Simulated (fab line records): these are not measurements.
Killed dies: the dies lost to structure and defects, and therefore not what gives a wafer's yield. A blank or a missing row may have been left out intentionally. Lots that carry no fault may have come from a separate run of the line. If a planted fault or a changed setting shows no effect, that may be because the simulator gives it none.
fab line records / flow gf180mcu
[record] lots = 14 wafers = 42 lastDay = 34
route steps=602 shown VT_IMPLANT@94 CONTACT@292 V1@361 M2@365
lots that met no fault: taken from a fault-free run of the same line
startH: hours from the record's first day to the start of the lot's first wafer shown / waitH: hours elapsed since this lot's preceding step / " same as the row above / L1.1+2: several wafers, shown together as one row / - either no value or no given start / * or withheld: withheld / < > ~ a bound
route shown NAME@n: names a module that has steps shown in the file, with the first one's number in the route / usual: mean/standard deviation taken from wafers without a fault / same: alike in all rows / chamber/n: place in a boat / sites: per-site readings / _std_site: standard deviation across them / _edge_site: inner sites' mean taken away from outer sites' mean / radiusMm: for every site, how far away it sits from the centre of the wafer / mask NAME#n: copy n / behind: the last tool/chamber to shape the wafer / hold: reason for holding the lot/hours on hold/outcome of the hold / device: names the non-switching transistor (n, p or np) / end of line: at the end of the route, the tests of the same wafers / a step without rows: its recipe alone / killed: not the wafer's yield, but the dies lost to structure and defects at the first sort / map: a wafer's dies, x killed, . not, _ none there
set.NAME: the setting that was run; set.NAME@STEP: the one run at that earlier step / model.NAME: the simulator's own value behind a step, which no gauge read
a sample of lots followed through the steps of the route, with each step as a table and each wafer as a row
services: a tool's chamber out of use, with start hour (startH, from the record's first day; less than 0 if before it), hours out, and reason
[[steps]]
[step GF_VT_IMPLANT_EXPOSE_04]
[recipe] maskId = LVPWELL_LV_AREA targetCdNm = 600 na = 0.6 sourceShape = conventional sigmaOuter = 0.6 doseMj = 140
[usual] exposureDoseMJCm2 = 140.03/0.15 focusOffsetNm = 0.0/0.43
lot.wafer=L214.2 tool=ilineStepper-01 chamber=0 startH=104.34 waitH=- mask=LVPWELL_LV_AREA#0 exposureDoseMJCm2=139.84 focusOffsetNm=0.7
lot.wafer=L214.4 tool=ilineStepper-01 chamber=0 startH=104.34 waitH=- mask=LVPWELL_LV_AREA#0 exposureDoseMJCm2=139.98 focusOffsetNm=0.6
lot.wafer=L214.6 tool=ilineStepper-01 chamber=0 startH=104.34 waitH=- mask=LVPWELL_LV_AREA#0 exposureDoseMJCm2=139.97 focusOffsetNm=0.2
lot.wafer=L216.1 tool=ilineStepper-01 chamber=0 startH=113.36 waitH=- mask=LVPWELL_LV_AREA#0 exposureDoseMJCm2=140.01 focusOffsetNm=-0.6
lot.wafer=L216.2 tool=ilineStepper-01 chamber=0 startH=113.36 waitH=- mask=LVPWELL_LV_AREA#0 exposureDoseMJCm2=140.00 focusOffsetNm=0.3
lot.wafer=L216.3 tool=ilineStepper-01 chamber=0 startH=113.36 waitH=- mask=LVPWELL_LV_AREA#0 exposureDoseMJCm2=140.00 focusOffsetNm=0.3
lot.wafer=L217.1 tool=ilineStepper-02 chamber=0 startH=124.00 waitH=- mask=LVPWELL_LV_AREA#0 exposureDoseMJCm2=139.96 focusOffsetNm=-0.2
lot.wafer=L217.3 tool=ilineStepper-02 chamber=0 startH=124.00 waitH=- mask=LVPWELL_LV_AREA#0 exposureDoseMJCm2=140.16 focusOffsetNm=-0.3
lot.wafer=L217.5 tool=ilineStepper-02 chamber=0 startH=124.00 waitH=- mask=LVPWELL_LV_AREA#0 exposureDoseMJCm2=140.25 focusOffsetNm=0.1
lot.wafer=L219.4 tool=ilineStepper-01 chamber=- startH=142.03 waitH=- mask=LVPWELL_LV_AREA#0 exposureDoseMJCm2=- focusOffsetNm=-
lot.wafer=L219.5 tool=ilineStepper-01 chamber=- startH=142.03 waitH=- mask=LVPWELL_LV_AREA#0 exposureDoseMJCm2=- focusOffsetNm=-
lot.wafer=L219.6 tool=ilineStepper-01 chamber=- startH=142.03 waitH=- mask=LVPWELL_LV_AREA#0 exposureDoseMJCm2=- focusOffsetNm=-
lot.wafer=L220.3 tool=ilineStepper-01 chamber=- startH=142.49 waitH=- mask=LVPWELL_LV_AREA#0 exposureDoseMJCm2=- focusOffsetNm=-
lot.wafer=L220.5 tool=ilineStepper-01 chamber=- startH=142.49 waitH=- mask=LVPWELL_LV_AREA#0 exposureDoseMJCm2=- focusOffsetNm=-
lot.wafer=L220.6 tool=ilineStepper-01 chamber=- startH=142.49 waitH=- mask=LVPWELL_LV_AREA#0 exposureDoseMJCm2=- focusOffsetNm=-
lot.wafer=L221.1 tool=ilineStepper-01 chamber=0 startH=143.05 waitH=- mask=LVPWELL_LV_AREA#0 exposureDoseMJCm2=140.04 focusOffsetNm=-0.6
lot.wafer=L221.2 tool=ilineStepper-01 chamber=0 startH=143.05 waitH=- mask=LVPWELL_LV_AREA#0 exposureDoseMJCm2=139.84 focusOffsetNm=-0.2
lot.wafer=L221.6 tool=ilineStepper-01 chamber=0 startH=143.05 waitH=- mask=LVPWELL_LV_AREA#0 exposureDoseMJCm2=140.17 focusOffsetNm=-0.2
lot.wafer=L229.1 tool=ilineStepper-02 chamber=0 startH=204.75 waitH=- mask=LVPWELL_LV_AREA#0 exposureDoseMJCm2=140.26 focusOffsetNm=-0.1
lot.wafer=L229.3 tool=ilineStepper-02 chamber=0 startH=204.75 waitH=- mask=LVPWELL_LV_AREA#0 exposureDoseMJCm2=140.08 focusOffsetNm=0.2
lot.wafer=L229.6 tool=ilineStepper-02 chamber=0 startH=204.75 waitH=- mask=LVPWELL_LV_AREA#0 exposureDoseMJCm2=139.92 focusOffsetNm=0.1
lot.wafer=L230.2 tool=ilineStepper-02 chamber=0 startH=206.72 waitH=- mask=LVPWELL_LV_AREA#0 exposureDoseMJCm2=139.97 focusOffsetNm=0.6
lot.wafer=L230.3 tool=ilineStepper-02 chamber=0 startH=206.72 waitH=- mask=LVPWELL_LV_AREA#0 exposureDoseMJCm2=139.98 focusOffsetNm=0.6
lot.wafer=L230.6 tool=ilineStepper-02 chamber=0 startH=206.72 waitH=- mask=LVPWELL_LV_AREA#0 exposureDoseMJCm2=139.89 focusOffsetNm=-0.4
lot.wafer=L232.3 tool=ilineStepper-01 chamber=0 startH=219.63 waitH=- mask=LVPWELL_LV_AREA#0 exposureDoseMJCm2=139.99 focusOffsetNm=0.4
lot.wafer=L232.5 tool=ilineStepper-01 chamber=0 startH=219.63 waitH=- mask=LVPWELL_LV_AREA#0 exposureDoseMJCm2=140.22 focusOffsetNm=-0.5
lot.wafer=L232.6 tool=ilineStepper-01 chamber=0 startH=219.63 waitH=- mask=LVPWELL_LV_AREA#0 exposureDoseMJCm2=140.16 focusOffsetNm=0.5
lot.wafer=L234.3 tool=ilineStepper-01 chamber=0 startH=224.71 waitH=- mask=LVPWELL_LV_AREA#0 exposureDoseMJCm2=139.76 focusOffsetNm=0.3
lot.wafer=L234.5 tool=ilineStepper-01 chamber=0 startH=224.71 waitH=- mask=LVPWELL_LV_AREA#0 exposureDoseMJCm2=140.10 focusOffsetNm=0.3
lot.wafer=L234.6 tool=ilineStepper-01 chamber=0 startH=224.71 waitH=- mask=LVPWELL_LV_AREA#0 exposureDoseMJCm2=139.78 focusOffsetNm=-0.5
lot.wafer=L233.2 tool=ilineStepper-02 chamber=0 startH=226.31 waitH=- mask=LVPWELL_LV_AREA#0 exposureDoseMJCm2=140.10 focusOffsetNm=0.5
lot.wafer=L233.3 tool=ilineStepper-02 chamber=0 startH=226.31 waitH=- mask=LVPWELL_LV_AREA#0 exposureDoseMJCm2=140.23 focusOffsetNm=0.0
lot.wafer=L233.4 tool=ilineStepper-02 chamber=0 startH=226.31 waitH=- mask=LVPWELL_LV_AREA#0 exposureDoseMJCm2=140.20 focusOffsetNm=-0.5
lot.wafer=L235.1 tool=ilineStepper-02 chamber=0 startH=238.77 waitH=- mask=LVPWELL_LV_AREA#0 exposureDoseMJCm2=139.99 focusOffsetNm=1.0
lot.wafer=L235.2 tool=ilineStepper-02 chamber=0 startH=238.77 waitH=- mask=LVPWELL_LV_AREA#0 exposureDoseMJCm2=139.83 focusOffsetNm=0.9
lot.wafer=L235.3 tool=ilineStepper-02 chamber=0 startH=238.77 waitH=- mask=LVPWELL_LV_AREA#0 exposureDoseMJCm2=139.94 focusOffsetNm=0.2
lot.wafer=L236.1 tool=ilineStepper-01 chamber=0 startH=240.07 waitH=- mask=LVPWELL_LV_AREA#0 exposureDoseMJCm2=140.16 focusOffsetNm=-0.5
lot.wafer=L236.2 tool=ilineStepper-01 chamber=0 startH=240.07 waitH=- mask=LVPWELL_LV_AREA#0 exposureDoseMJCm2=140.21 focusOffsetNm=-0.3
lot.wafer=L236.3 tool=ilineStepper-01 chamber=0 startH=240.07 waitH=- mask=LVPWELL_LV_AREA#0 exposureDoseMJCm2=139.86 focusOffsetNm=-0.1
lot.wafer=L237.1 tool=ilineStepper-02 chamber=0 startH=246.12 waitH=- mask=LVPWELL_LV_AREA#0 exposureDoseMJCm2=139.80 focusOffsetNm=0.0
lot.wafer=L237.5 tool=ilineStepper-02 chamber=0 startH=246.12 waitH=- mask=LVPWELL_LV_AREA#0 exposureDoseMJCm2=140.08 focusOffsetNm=-0.8
lot.wafer=L237.6 tool=ilineStepper-02 chamber=0 startH=246.12 waitH=- mask=LVPWELL_LV_AREA#0 exposureDoseMJCm2=140.25 focusOffsetNm=-0.1
[step GF_CONTACT_BOW_MEAS_05]
[recipe] mode = bow
[usual] CONTACT_BOW = 64/7
lot.wafer=L214.2 tool=filmMetro-03 chamber=- startH=334.55 waitH=0.3 CONTACT_BOW[um]=60
lot.wafer=L214.4 tool=filmMetro-03 chamber=- startH=334.55 waitH=0.3 CONTACT_BOW[um]=57
lot.wafer=L214.6 tool=filmMetro-03 chamber=- startH=334.55 waitH=0.3 CONTACT_BOW[um]=64
lot.wafer=L216.1 tool=filmMetro-03 chamber=- startH=348.18 waitH=0.2 CONTACT_BOW[um]=61
lot.wafer=L216.2 tool=filmMetro-03 chamber=- startH=348.18 waitH=0.2 CONTACT_BOW[um]=48
lot.wafer=L216.3 tool=filmMetro-03 chamber=- startH=348.18 waitH=0.2 CONTACT_BOW[um]=66
lot.wafer=L217.1 tool=filmMetro-02 chamber=- startH=364.33 waitH=0.2 CONTACT_BOW[um]=70
lot.wafer=L217.3 tool=filmMetro-02 chamber=- startH=364.33 waitH=0.2 CONTACT_BOW[um]=70
lot.wafer=L217.5 tool=filmMetro-02 chamber=- startH=364.33 waitH=0.2 CONTACT_BOW[um]=68
lot.wafer=L221.1 tool=filmMetro-03 chamber=- startH=398.53 waitH=0.2 CONTACT_BOW[um]=62
lot.wafer=L221.2 tool=filmMetro-03 chamber=- startH=398.53 waitH=0.2 CONTACT_BOW[um]=63
lot.wafer=L221.6 tool=filmMetro-03 chamber=- startH=398.53 waitH=0.2 CONTACT_BOW[um]=59
lot.wafer=L229.1 tool=filmMetro-02 chamber=- startH=483.96 waitH=0.2 CONTACT_BOW[um]=58
lot.wafer=L229.3 tool=filmMetro-02 chamber=- startH=483.96 waitH=0.2 CONTACT_BOW[um]=60
lot.wafer=L229.6 tool=filmMetro-02 chamber=- startH=483.96 waitH=0.2 CONTACT_BOW[um]=62
lot.wafer=L230.2 tool=filmMetro-03 chamber=- startH=490.05 waitH=0.1 CONTACT_BOW[um]=61
lot.wafer=L230.3 tool=filmMetro-03 chamber=- startH=490.05 waitH=0.1 CONTACT_BOW[um]=66
lot.wafer=L230.6 tool=filmMetro-03 chamber=- startH=490.05 waitH=0.1 CONTACT_BOW[um]=72
lot.wafer=L232.3 tool=filmMetro-02 chamber=- startH=502.60 waitH=0.1 CONTACT_BOW[um]=52
lot.wafer=L232.5 tool=filmMetro-02 chamber=- startH=502.60 waitH=0.1 CONTACT_BOW[um]=59
lot.wafer=L232.6 tool=filmMetro-02 chamber=- startH=502.60 waitH=0.1 CONTACT_BOW[um]=58
lot.wafer=L233.2 tool=filmMetro-03 chamber=- startH=512.07 waitH=0.3 CONTACT_BOW[um]=66
lot.wafer=L233.3 tool=filmMetro-03 chamber=- startH=512.07 waitH=0.3 CONTACT_BOW[um]=68
lot.wafer=L233.4 tool=filmMetro-03 chamber=- startH=512.07 waitH=0.3 CONTACT_BOW[um]=73
lot.wafer=L234.3 tool=filmMetro-03 chamber=- startH=513.22 waitH=0.2 CONTACT_BOW[um]=61
lot.wafer=L234.5 tool=filmMetro-03 chamber=- startH=513.22 waitH=0.2 CONTACT_BOW[um]=79
lot.wafer=L234.6 tool=filmMetro-03 chamber=- startH=513.22 waitH=0.2 CONTACT_BOW[um]=70
lot.wafer=L235.1 tool=filmMetro-01 chamber=- startH=528.87 waitH=0.1 CONTACT_BOW[um]=65
lot.wafer=L235.2 tool=filmMetro-01 chamber=- startH=528.87 waitH=0.1 CONTACT_BOW[um]=47
lot.wafer=L235.3 tool=filmMetro-01 chamber=- startH=528.87 waitH=0.1 CONTACT_BOW[um]=61
lot.wafer=L236.1 tool=filmMetro-01 chamber=- startH=532.00 waitH=0.1 CONTACT_BOW[um]=61
lot.wafer=L236.2 tool=filmMetro-01 chamber=- startH=532.00 waitH=0.1 CONTACT_BOW[um]=72
lot.wafer=L236.3 tool=filmMetro-01 chamber=- startH=532.00 waitH=0.1 CONTACT_BOW[um]=67
lot.wafer=L237.1 tool=filmMetro-03 chamber=- startH=539.08 waitH=0.2 CONTACT_BOW[um]=50
lot.wafer=L237.5 tool=filmMetro-03 chamber=- startH=539.08 waitH=0.2 CONTACT_BOW[um]=74
lot.wafer=L237.6 tool=filmMetro-03 chamber=- startH=539.08 waitH=0.2 CONTACT_BOW[um]=62
[step GF_V1_CMP_26]
[recipe] stopOn = SiO2 downForcePsi = 3.5 platenRpm = 60 tOverpolishS = 15 targetThkNm = 0 padVelocityMS = 0.94248
[usual] motorCurrentA = 10.5/0.63 overpolishRunS = 14.999/0.0087 timeToEndpointS = 85/3.6
lot.wafer=L214.2 tool=cmp-01 chamber=2 startH=405.11 waitH=0.0 motorCurrentA=11.4 overpolishRunS=15.006 timeToEndpointS=86
lot.wafer=L214.4 tool=cmp-01 chamber=0 startH=405.11 waitH=0.0 motorCurrentA=9.8 overpolishRunS=14.994 timeToEndpointS=89
lot.wafer=L214.6 tool=cmp-01 chamber=3 startH=405.11 waitH=0.0 motorCurrentA=11.8 overpolishRunS=15.007 timeToEndpointS=83
lot.wafer=L216.3 tool=cmp-02 chamber=0 startH=419.68 waitH=0.0 motorCurrentA=9.8 overpolishRunS=15.000 timeToEndpointS=82
lot.wafer=L216.1 tool=cmp-02 chamber=1 startH=419.68 waitH=0.0 motorCurrentA=9.3 overpolishRunS=14.996 timeToEndpointS=83
lot.wafer=L216.2 tool=cmp-02 chamber=3 startH=419.68 waitH=0.0 motorCurrentA=9.9 overpolishRunS=14.977 timeToEndpointS=90
lot.wafer=L217.1 tool=cmp-02 chamber=0 startH=439.02 waitH=0.1 motorCurrentA=10.1 overpolishRunS=14.984 timeToEndpointS=85
lot.wafer=L217.3 tool=cmp-02 chamber=2 startH=439.02 waitH=0.1 motorCurrentA=11.1 overpolishRunS=15.002 timeToEndpointS=82
lot.wafer=L217.5 tool=cmp-02 chamber=0 startH=439.02 waitH=0.1 motorCurrentA=10.2 overpolishRunS=15.013 timeToEndpointS=82
lot.wafer=L221.1 tool=cmp-02 chamber=1 startH=473.96 waitH=0.1 motorCurrentA=9.6 overpolishRunS=14.995 timeToEndpointS=77
lot.wafer=L221.2 tool=cmp-02 chamber=2 startH=473.96 waitH=0.1 motorCurrentA=10.6 overpolishRunS=14.993 timeToEndpointS=85
lot.wafer=L221.6 tool=cmp-02 chamber=0 startH=473.96 waitH=0.1 motorCurrentA=10.0 overpolishRunS=15.009 timeToEndpointS=76
lot.wafer=L229.3 tool=cmp-02 chamber=3 startH=557.22 waitH=0.1 motorCurrentA=10.4 overpolishRunS=15.001 timeToEndpointS=92
lot.wafer=L229.1 tool=cmp-02 chamber=0 startH=557.22 waitH=0.1 motorCurrentA=10.3 overpolishRunS=15.016 timeToEndpointS=77
lot.wafer=L229.6 tool=cmp-02 chamber=2 startH=557.22 waitH=0.1 motorCurrentA=10.7 overpolishRunS=15.008 timeToEndpointS=85
lot.wafer=L230.3 tool=cmp-02 chamber=2 startH=570.24 waitH=0.1 motorCurrentA=10.5 overpolishRunS=14.993 timeToEndpointS=85
lot.wafer=L230.2 tool=cmp-02 chamber=3 startH=570.24 waitH=0.1 motorCurrentA=10.4 overpolishRunS=14.998 timeToEndpointS=92
lot.wafer=L230.6 tool=cmp-02 chamber=0 startH=570.24 waitH=0.1 motorCurrentA=9.6 overpolishRunS=15.001 timeToEndpointS=84
lot.wafer=L232.3 tool=cmp-02 chamber=1 startH=574.84 waitH=0.1 motorCurrentA=10.2 overpolishRunS=15.005 timeToEndpointS=81
lot.wafer=L232.5 tool=cmp-02 chamber=0 startH=574.84 waitH=0.1 motorCurrentA=10.1 overpolishRunS=14.996 timeToEndpointS=80
lot.wafer=L232.6 tool=cmp-02 chamber=1 startH=574.84 waitH=0.1 motorCurrentA=9.8 overpolishRunS=15.009 timeToEndpointS=81
lot.wafer=L233.3 tool=cmp-01 chamber=3 startH=588.82 waitH=0.2 motorCurrentA=11.2 overpolishRunS=14.994 timeToEndpointS=85
lot.wafer=L233.4 tool=cmp-01 chamber=0 startH=588.82 waitH=0.2 motorCurrentA=10.6 overpolishRunS=15.008 timeToEndpointS=82
lot.wafer=L233.2 tool=cmp-01 chamber=1 startH=588.82 waitH=0.2 motorCurrentA=10.9 overpolishRunS=14.998 timeToEndpointS=86
lot.wafer=L234.3 tool=cmp-02 chamber=2 startH=588.95 waitH=0.2 motorCurrentA=11.1 overpolishRunS=15.006 timeToEndpointS=86
lot.wafer=L234.5 tool=cmp-02 chamber=0 startH=588.95 waitH=0.2 motorCurrentA=10.2 overpolishRunS=14.989 timeToEndpointS=82
lot.wafer=L234.6 tool=cmp-02 chamber=1 startH=588.95 waitH=0.2 motorCurrentA=10.2 overpolishRunS=14.995 timeToEndpointS=82
lot.wafer=L235.1 tool=cmp-02 chamber=1 startH=598.25 waitH=0.1 motorCurrentA=10.2 overpolishRunS=15.011 timeToEndpointS=80
lot.wafer=L235.2 tool=cmp-02 chamber=2 startH=598.25 waitH=0.1 motorCurrentA=10.9 overpolishRunS=15.017 timeToEndpointS=85
lot.wafer=L235.3 tool=cmp-02 chamber=3 startH=598.25 waitH=0.1 motorCurrentA=9.8 overpolishRunS=14.991 timeToEndpointS=89
lot.wafer=L236.2 tool=cmp-02 chamber=1 startH=600.40 waitH=0.0 motorCurrentA=10.0 overpolishRunS=15.006 timeToEndpointS=85
lot.wafer=L236.3 tool=cmp-02 chamber=2 startH=600.40 waitH=0.0 motorCurrentA=11.0 overpolishRunS=14.998 timeToEndpointS=87
lot.wafer=L236.1 tool=cmp-02 chamber=3 startH=600.40 waitH=0.0 motorCurrentA=9.7 overpolishRunS=15.010 timeToEndpointS=92
lot.wafer=L237.1 tool=cmp-01 chamber=1 startH=612.17 waitH=0.1 motorCurrentA=10.9 overpolishRunS=15.013 timeToEndpointS=84
lot.wafer=L237.5 tool=cmp-01 chamber=0 startH=612.17 waitH=0.1 motorCurrentA=10.5 overpolishRunS=14.997 timeToEndpointS=83
lot.wafer=L237.6 tool=cmp-01 chamber=1 startH=612.17 waitH=0.1 motorCurrentA=11.1 overpolishRunS=14.991 timeToEndpointS=82
[step GF_M2_SPUTTER_03]
[recipe] material = Ti targetThkNm = 10 substrateTempC = 300 chamberPressurePa = 0.3 powerW = 3000 timeS = 6.7
[usual] throttleValvePct = 30.1/1.1
lot.wafer=L214.2 tool=pvdSputter-04 chamber=- startH=405.57 waitH=0.0 throttleValvePct=29.3
lot.wafer=L214.4 tool=pvdSputter-04 chamber=- startH=405.57 waitH=0.0 throttleValvePct=27.9
lot.wafer=L214.6 tool=pvdSputter-04 chamber=- startH=405.57 waitH=0.0 throttleValvePct=27.8
lot.wafer=L216.1 tool=pvdSputter-01 chamber=- startH=420.14 waitH=0.0 throttleValvePct=29.2
lot.wafer=L216.2 tool=pvdSputter-01 chamber=- startH=420.14 waitH=0.0 throttleValvePct=29.7
lot.wafer=L216.3 tool=pvdSputter-01 chamber=- startH=420.14 waitH=0.0 throttleValvePct=31.8
lot.wafer=L217.1 tool=pvdSputter-04 chamber=- startH=439.43 waitH=0.0 throttleValvePct=28.9
lot.wafer=L217.3 tool=pvdSputter-04 chamber=- startH=439.43 waitH=0.0 throttleValvePct=28.4
lot.wafer=L217.5 tool=pvdSputter-04 chamber=- startH=439.43 waitH=0.0 throttleValvePct=29.4
lot.wafer=L221.1 tool=pvdSputter-01 chamber=- startH=474.37 waitH=0.0 throttleValvePct=31.6
lot.wafer=L221.2 tool=pvdSputter-01 chamber=- startH=474.37 waitH=0.0 throttleValvePct=32.1
lot.wafer=L221.6 tool=pvdSputter-01 chamber=- startH=474.37 waitH=0.0 throttleValvePct=29.2
lot.wafer=L229.1 tool=pvdSputter-01 chamber=- startH=557.63 waitH=0.0 throttleValvePct=31.3
lot.wafer=L229.3 tool=pvdSputter-01 chamber=- startH=557.63 waitH=0.0 throttleValvePct=31.9
lot.wafer=L229.6 tool=pvdSputter-01 chamber=- startH=557.63 waitH=0.0 throttleValvePct=29.1
lot.wafer=L230.2 tool=pvdSputter-01 chamber=- startH=570.60 waitH=0.0 throttleValvePct=31.4
lot.wafer=L230.3 tool=pvdSputter-01 chamber=- startH=570.60 waitH=0.0 throttleValvePct=29.5
lot.wafer=L230.6 tool=pvdSputter-01 chamber=- startH=570.60 waitH=0.0 throttleValvePct=29.2
lot.wafer=L232.3 tool=pvdSputter-02 chamber=- startH=575.25 waitH=0.0 throttleValvePct=31.3
lot.wafer=L232.5 tool=pvdSputter-02 chamber=- startH=575.25 waitH=0.0 throttleValvePct=29.3
lot.wafer=L232.6 tool=pvdSputter-02 chamber=- startH=575.25 waitH=0.0 throttleValvePct=30.4
lot.wafer=L233.2 tool=pvdSputter-01 chamber=- startH=589.23 waitH=0.0 throttleValvePct=29.3
lot.wafer=L233.3 tool=pvdSputter-01 chamber=- startH=589.23 waitH=0.0 throttleValvePct=31.4
lot.wafer=L233.4 tool=pvdSputter-01 chamber=- startH=589.23 waitH=0.0 throttleValvePct=31.9
lot.wafer=L234.3 tool=pvdSputter-02 chamber=- startH=589.31 waitH=0.0 throttleValvePct=30.5
lot.wafer=L234.5 tool=pvdSputter-02 chamber=- startH=589.31 waitH=0.0 throttleValvePct=31.6
lot.wafer=L234.6 tool=pvdSputter-02 chamber=- startH=589.31 waitH=0.0 throttleValvePct=29.8
lot.wafer=L235.1 tool=pvdSputter-01 chamber=- startH=598.71 waitH=0.0 throttleValvePct=29.7
lot.wafer=L235.2 tool=pvdSputter-01 chamber=- startH=598.71 waitH=0.0 throttleValvePct=29.3
lot.wafer=L235.3 tool=pvdSputter-01 chamber=- startH=598.71 waitH=0.0 throttleValvePct=32.1
lot.wafer=L236.1 tool=pvdSputter-01 chamber=- startH=600.86 waitH=0.0 throttleValvePct=29.5
lot.wafer=L236.2 tool=pvdSputter-01 chamber=- startH=600.86 waitH=0.0 throttleValvePct=29.0
lot.wafer=L236.3 tool=pvdSputter-01 chamber=- startH=600.86 waitH=0.0 throttleValvePct=31.9
lot.wafer=L237.1 tool=pvdSputter-01 chamber=- startH=612.58 waitH=0.0 throttleValvePct=29.7
lot.wafer=L237.5 tool=pvdSputter-01 chamber=- startH=612.58 waitH=0.0 throttleValvePct=31.7
lot.wafer=L237.6 tool=pvdSputter-01 chamber=- startH=612.58 waitH=0.0 throttleValvePct=31.4
[[services]]
tool=cmp-02 chamber=- startH=96.58 hours=0.9 kind=repair
tool=pvdSputter-01 chamber=- startH=102.95 hours=12.5 kind=repair
tool=ilineStepper-01 chamber=- startH=105.43 hours=6.8 kind=repair
tool=cmp-02 chamber=- startH=112.60 hours=0.5 kind=repair
tool=ilineStepper-01 chamber=- startH=126.58 hours=4.4 kind=pm
tool=cmp-02 chamber=- startH=128.80 hours=0.4 kind=repair
tool=cmp-02 chamber=- startH=140.12 hours=0.6 kind=repair
tool=cmp-02 chamber=- startH=149.71 hours=2.1 kind=repair
tool=ilineStepper-01 chamber=- startH=161.43 hours=4.1 kind=repair
tool=cmp-02 chamber=- startH=163.74 hours=0.5 kind=repair
tool=pvdSputter-01 chamber=- startH=212.01 hours=4.9 kind=repair
tool=cmp-02 chamber=- startH=226.20 hours=0.6 kind=repair
tool=ilineStepper-01 chamber=- startH=256.33 hours=1.7 kind=pm
tool=cmp-02 chamber=- startH=279.43 hours=2.7 kind=pm
tool=cmp-02 chamber=- startH=303.12 hours=1.1 kind=repair
tool=cmp-02 chamber=- startH=310.95 hours=2.2 kind=repair
tool=cmp-02 chamber=- startH=349.35 hours=4.9 kind=pm
tool=ilineStepper-01 chamber=- startH=355.41 hours=2.4 kind=repair
tool=cmp-02 chamber=- startH=404.04 hours=4.0 kind=pm
tool=ilineStepper-01 chamber=- startH=448.20 hours=1.2 kind=repair
tool=ilineStepper-01 chamber=- startH=452.81 hours=0.8 kind=pm
tool=cmp-02 chamber=- startH=504.56 hours=4.4 kind=repair
tool=cmp-02 chamber=- startH=603.95 hours=0.4 kind=repair
tool=cmp-02 chamber=- startH=606.28 hours=1.6 kind=repair
[[key]]
[firstSign] step = GF_VT_IMPLANT_EXPOSE_04 reading = toolRecord direction = missing
effect none on later readings
metAt GF_VT_IMPLANT_EXPOSE_04
struckLots L219,L220
laterRowsLeftOut L219.4,L219.5,L219.6,L220.3,L220.5,L220.6
sortLeftOut L219.4,L219.5,L219.6,L220.3,L220.5,L220.6
testerLeftOut L219,L220
notActingAt GF_CONTACT_BOW_MEAS_05,GF_V1_CMP_26,GF_M2_SPUTTER_03
onsetBetween 113.36 142.03
[fault] kind = skippedStepWhole tool = ilineStepper-01 chamber = - onsetH = 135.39 steps = GF_VT_IMPLANT_EXPOSE_04 scope = struckLotsOnly
// testerLeftOut: of these lots the tester's yield and bins aren't shown, on N5 and GAA mostly nor the transistor test; their killed dies are dies lost to structure and defects alone, not to doping, threshold or leakage, so they don't give the yield
// sortLeftOut: the simulated sort isn't trusted on such a fault, so these wafers' sort isn't shown, and their yield isn't known
// laterRowsLeftOut: the simulator's readings of these wafers behind a module that went badly wrong aren't trusted and aren't shown, but for the sort
